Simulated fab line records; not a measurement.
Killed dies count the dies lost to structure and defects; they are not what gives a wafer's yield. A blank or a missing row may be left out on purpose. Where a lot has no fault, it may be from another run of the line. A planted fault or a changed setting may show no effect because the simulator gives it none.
Chamber matching + flow gf180mcu + GF_STI_ETCH_14 on rieSi-02: 4 sister chambers
The step etches Si in HBr/Cl2/O2, target depth 360 nm, time 102.9 s. 14 wafers are shown with their chamber, then 6 later ones without.

WAFERS WITH THEIR CHAMBER
| wafer  | chamber | throttleValvePct (%) | oesProductAu (a.u.) |
|--------|---------|----------------------|---------------------|
| L947.3 | 0       | 25.655               | 1.007               |
| L947.4 | 3       | 25.662               | 1.017               |
| L947.5 | 2       | 25.666               | 1.005               |
| L952.2 | 0       | 25.664               | 1.002               |
| L952.3 | 2       | 25.648               | 1.015               |
| L952.5 | 3       | 25.654               | 1.003               |
| L955.2 | 0       | 25.658               | 1.015               |
| L955.3 | 2       | 25.641               | 1.005               |
| L955.4 | 3       | 25.659               | 1.007               |
| L959.1 | 1       | 25.644               | 1.005               |
| L959.3 | 0       | 25.661               | 1.000               |
| L960.2 | 0       | 25.659               | 1.006               |
| L960.3 | 2       | 25.619               | 1.025               |
| L960.4 | 1       | 25.652               | 1.010               |

SIGNATURES, as means of the wafers listed above
| reading          | chamber 0 | chamber 1 | chamber 2 | chamber 3 | scatter within a chamber |
|------------------|-----------|-----------|-----------|-----------|--------------------------|
| throttleValvePct | 25.65940  | 25.64800  | 25.64350  | 25.65833  | 0.0111                   |
| oesProductAu     | 1.00600   | 1.00750   | 1.01250   | 1.00900   | 0.00725                  |
Rule: distance of a wafer from a chamber = root of the sum over the readings of ((wafer's reading minus chamber's mean) / reading's scatter) squared. The wafer belongs to the nearest chamber; if the next one is less than 2 further off, it can't be placed. The scatter is the square root of a quotient: the sum, over the shown wafers, of each reading's squared deviation from its chamber's mean, divided by wafers minus chambers.

WAFERS WITHOUT THEIR CHAMBER
| wafer  | throttleValvePct (%) | oesProductAu (a.u.) |
|--------|----------------------|---------------------|
| L961.2 | 25.653               | 1.005               |
| L961.3 | 25.650               | 0.986               |
| L961.6 | 25.653               | 1.013               |
| L962.1 | 25.672               | 0.997               |
| L962.3 | 25.642               | 1.007               |
| L962.6 | 25.647               | 1.005               |

WHICH CHAMBER EACH ONE RAN IN
| wafer  | from the rows above               | in truth |
|--------|-----------------------------------|----------|
| L961.2 | can't be placed: 1 or 0 or 3 or 2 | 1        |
| L961.3 | can't be placed: 0 or 1 or 3 or 2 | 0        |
| L961.6 | can't be placed: 3 or 2 or 1 or 0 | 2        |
| L962.1 | can't be placed: 0 or 3 or 1 or 2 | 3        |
| L962.3 | can't be placed: 1 or 2 or 3 or 0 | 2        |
| L962.6 | can't be placed: 1 or 2 or 0 or 3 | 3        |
0 of 6 placed correctly. From these rows, 6 cannot be placed; in 6 the true chamber is one of the candidates. Number placed wrongly: 0.
